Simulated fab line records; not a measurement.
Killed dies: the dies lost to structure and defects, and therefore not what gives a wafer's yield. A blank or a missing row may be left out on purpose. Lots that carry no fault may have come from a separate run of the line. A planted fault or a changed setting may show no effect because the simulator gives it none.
Which of the tools did it? / flow gf180mcu / 33 wafers from 11 lots sampled at 2 of the route's 602 steps

== WHAT THE GAUGES READ, wafer by wafer ==
GF_TOP_METAL_THK_MEAS_06: measures by xrf. Usual: for TOP_METAL_ALCU_THK the level is 892 nm and the standard deviation is 12.
lot=L245; measured=day 27 09:04; on=filmMetro-01; TOP_METAL_ALCU_THK (nm)=902 907 903; flag=
lot=L247; measured=day 27 23:56; on=filmMetro-01; TOP_METAL_ALCU_THK (nm)=914 906 915; flag=
lot=L254; measured=day 30 11:05; on=filmMetro-02; TOP_METAL_ALCU_THK (nm)=889 881 896; flag=
lot=L257; measured=day 31 01:45; on=filmMetro-02; TOP_METAL_ALCU_THK (nm)=901 894 886; flag=
lot=L258; measured=day 31 09:05; on=filmMetro-01; TOP_METAL_ALCU_THK (nm)=886 895 891; flag=
lot=L260; measured=day 31 22:36; on=filmMetro-02; TOP_METAL_ALCU_THK (nm)=887 903 901; flag=
lot=L264; measured=day 32 19:28; on=filmMetro-04; TOP_METAL_ALCU_THK (nm)=904 893 885; flag=
lot=L265; measured=day 33 01:26; on=filmMetro-02; TOP_METAL_ALCU_THK (nm)=878 885 888; flag=
lot=L266; measured=day 33 03:43; on=filmMetro-02; TOP_METAL_ALCU_THK (nm)=905 906 885; flag=
lot=L267; measured=day 33 09:58; on=filmMetro-01; TOP_METAL_ALCU_THK (nm)=872 898 879; flag=
lot=L268; measured=day 33 16:16; on=filmMetro-01; TOP_METAL_ALCU_THK (nm)=881 887 887; flag=

== WHAT TOOL EACH LOT RAN ON (gives the tool, then ch and the chambers of the sampled wafers, and finally the start) ==
lot=L245; GF_TOP_METAL_SPUTTER_00=pvdSputter-02, day 27 08:44
lot=L247; GF_TOP_METAL_SPUTTER_00=pvdSputter-01, day 27 23:35
lot=L254; GF_TOP_METAL_SPUTTER_00=pvdSputter-04, day 30 10:44
lot=L257; GF_TOP_METAL_SPUTTER_00=pvdSputter-04, day 31 01:25
lot=L258; GF_TOP_METAL_SPUTTER_00=pvdSputter-02, day 31 08:44
lot=L260; GF_TOP_METAL_SPUTTER_00=pvdSputter-01, day 31 22:16
lot=L264; GF_TOP_METAL_SPUTTER_00=pvdSputter-01, day 32 19:08
lot=L265; GF_TOP_METAL_SPUTTER_00=pvdSputter-01, day 33 01:05
lot=L266; GF_TOP_METAL_SPUTTER_00=pvdSputter-02, day 33 03:22
lot=L267; GF_TOP_METAL_SPUTTER_00=pvdSputter-01, day 33 09:38
lot=L268; GF_TOP_METAL_SPUTTER_00=pvdSputter-04, day 33 15:55
- GF_TOP_METAL_SPUTTER_00: material Ti, target thk 37.5 nm, time 150 s.

== AS READ BY THE TOOLS THEMSELVES (means over the sampled wafers that have a number; for cases with no such wafer, the mark the record gives instead) ==
GF_TOP_METAL_SPUTTER_00. Usual: 30.1 % for throttleValvePct, sd 1.1.
lot=L245; tool=pvdSputter-02; throttleValvePct (%)=30.8; flag=
lot=L247; tool=pvdSputter-01; throttleValvePct (%)=31.2; flag=
lot=L254; tool=pvdSputter-04; throttleValvePct (%)=29.2; flag=
lot=L257; tool=pvdSputter-04; throttleValvePct (%)=29.1; flag=
lot=L258; tool=pvdSputter-02; throttleValvePct (%)=29.8; flag=
lot=L260; tool=pvdSputter-01; throttleValvePct (%)=30.7; flag=
lot=L264; tool=pvdSputter-01; throttleValvePct (%)=30.2; flag=
lot=L265; tool=pvdSputter-01; throttleValvePct (%)=30.9; flag=
lot=L266; tool=pvdSputter-02; throttleValvePct (%)=30.3; flag=
lot=L267; tool=pvdSputter-01; throttleValvePct (%)=29.9; flag=
lot=L268; tool=pvdSputter-04; throttleValvePct (%)=28.7; flag=

== THE ANSWER, worked out from the rows above alone ==
Rule: a lot is off if the mean of its wafers that have a number lies more than 3 standard deviations from the usual mean. A lot without any number at a reading at which 4 lots or more have one is off too. Any other lot the step has rows for is counted as sound. The gauges are gone through in route order, then the tools' own readings, and for those a lot's mean is taken as printed above. The first step at which some lot is off is used, and at that step the reading that is off furthest; a lot without a number counts as furthest.
No lot is off on any of the readings shown, so nothing can be concluded from this.

== WHAT HAD BEEN PUT IN BY THE SIMULATOR ==
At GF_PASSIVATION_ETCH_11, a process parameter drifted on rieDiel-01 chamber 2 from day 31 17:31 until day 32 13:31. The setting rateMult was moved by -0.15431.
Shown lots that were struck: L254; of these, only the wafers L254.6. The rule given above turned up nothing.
